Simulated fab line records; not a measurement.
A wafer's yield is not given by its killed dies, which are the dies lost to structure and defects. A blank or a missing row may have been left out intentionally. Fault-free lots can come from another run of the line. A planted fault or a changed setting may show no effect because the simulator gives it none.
Which tool did it? | flow gf180mcu | 18 wafers from 6 lots sampled at 2 of the route's 602 steps

## WHAT EACH GAUGE READ, for each wafer
GF_LVPWELL_TW_MEAS_11.
lot  | measured    | on           | LVPWELL_TW
L781 | day 4 12:29 | filmMetro-04 | 547 549 548
L784 | day 5 01:34 | filmMetro-01 | 552 553 552
L787 | day 5 18:25 | filmMetro-02 | 559 560 560
L789 | day 6 07:59 | filmMetro-01 | 553 554 556
L792 | day 6 23:58 | filmMetro-02 | 559 562 567
L802 | day 9 06:32 | filmMetro-04 | 550 549 551

## WHICH TOOL RAN EACH LOT (tool, then ch and the chambers of the sampled wafers, then the start)
lot  | GF_LVPWELL_IMPLANT_09
L781 | implanter-04 ch 0, day 4 12:16
L784 | implanter-04 ch 0, day 5 01:19
L787 | implanter-03 ch 0, day 5 18:10
L789 | implanter-02 ch 0, day 6 07:44
L792 | implanter-02 ch 0, day 6 23:43
L802 | implanter-03 ch 0, day 9 06:17
- GF_LVPWELL_IMPLANT_09

## THE ANSWER, worked out from the rows above alone
Rule: the lots themselves supply what counts as usual. Put in order of their means at a reading, lots are off if they are a third of the lots or fewer, leave a main group of 4 or more, and stand apart from it by a gap of 3 or more times the standard deviation of the main group's means; of several such gaps the widest counts. A main group whose means are all the same, to the digits that the tables above print for the reading, isn't used. A lot without any number at a reading at which 4 lots or more have one is off too. Where the step has rows for the other lots, those lots are counted as sound.
No lot is off on any of the readings shown, so nothing can be concluded from this.

## WHAT WAS PUT IN BY THE SIMULATOR
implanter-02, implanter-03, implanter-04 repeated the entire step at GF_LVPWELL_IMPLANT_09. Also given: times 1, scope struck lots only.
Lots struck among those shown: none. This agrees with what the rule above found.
